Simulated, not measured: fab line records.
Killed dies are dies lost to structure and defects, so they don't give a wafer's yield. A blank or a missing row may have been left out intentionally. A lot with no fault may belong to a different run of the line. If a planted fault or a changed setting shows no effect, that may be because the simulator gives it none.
Code-filled problem report in 8D (eight disciplines) form | flow sky130 | the parts of the form that need people (team, actions taken, sign-off) are left out

1. PROBLEM STATEMENT
Mean of beam energy keV at SKY_PWDE_IMPLANT_08: 139.62 across 6 wafers in 2 lots; on wafers with no fault it is 150.01 (standard deviation 0.042). So: -99 or more standard deviations from the usual mean.
First observed at day 9 00:35: wafer L663.1, on implanter-04. The record holds 18 wafers of 6 lots with a number at this step. The rule behind "out" and "out of limits": a value lying over 4 standard deviations away from the usual mean. All remaining wafers that have a number are taken as sound.

2. WHAT THIS IS AND IS NOT
question                    | is                     | is not
which readings at this step | beam energy keV        | -
which lots                  | L663, L664             | L642, L644, L652, L654
which wafers of those lots  | all that have a number | -
read on which tools         | implanter-04           | implanter-01, implanter-02
when                        | from day 9 00:35       | up to then (12 sound wafers)

3. SUSPECTS, AND WHAT RULES EACH OUT
Counting: a tool at any process step up to the reading remains a suspect when it ran all the lots that are out and ran no sound lot after the first of those.
- plasma asher-01 at SKY_DNWELL_STRIP_08 (strips in O2/N2): kept. All lots that are out passed through it, beginning with L663 at day 8 03:05, and no sound lot followed; its final sound lot before that point was L652 at day 5 15:27.
- implanter-04 at SKY_PWDE_IMPLANT_08: kept. All lots that are out passed through it, beginning with L663 at day 9 00:35, and no sound lot followed; its final sound lot before that point was L642 at day 4 05:46. Out on those wafers are its own readings of beam energy keV.
Left after counting: plasma asher-01 at SKY_DNWELL_STRIP_08, implanter-04 at SKY_PWDE_IMPLANT_08.

4. THE CAUSE (what the simulator had put in)
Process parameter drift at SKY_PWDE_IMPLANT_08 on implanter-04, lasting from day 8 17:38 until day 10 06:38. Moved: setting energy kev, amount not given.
Of the 2 suspects that counting leaves, this tool is one.

5. SEQUENCE OF EFFECTS, ordered by route
Rows list readings where the struck wafers' mean (over those with a number) sits beyond 3 standard deviations from the usual. Scope: only readings with a usual standard deviation given in the record; hours: median across lots of the time from each lot's start at the first step in this table that gives one to its start at this step; sigmas: change in usual standard deviations.
hours | step                | reading         | usual  | on struck wafers | change | sigmas
0     | SKY_PWDE_IMPLANT_08 | beam energy keV | 150.01 | 139.62           | -10.39 | -99 or more
The process steps in it:
- SKY_PWDE_IMPLANT_08

6. WHAT WOULD HAVE CAUGHT IT SOONER
First out-of-limits reading in this record: day 9 00:35, which is 7 hours after fault onset at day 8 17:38.
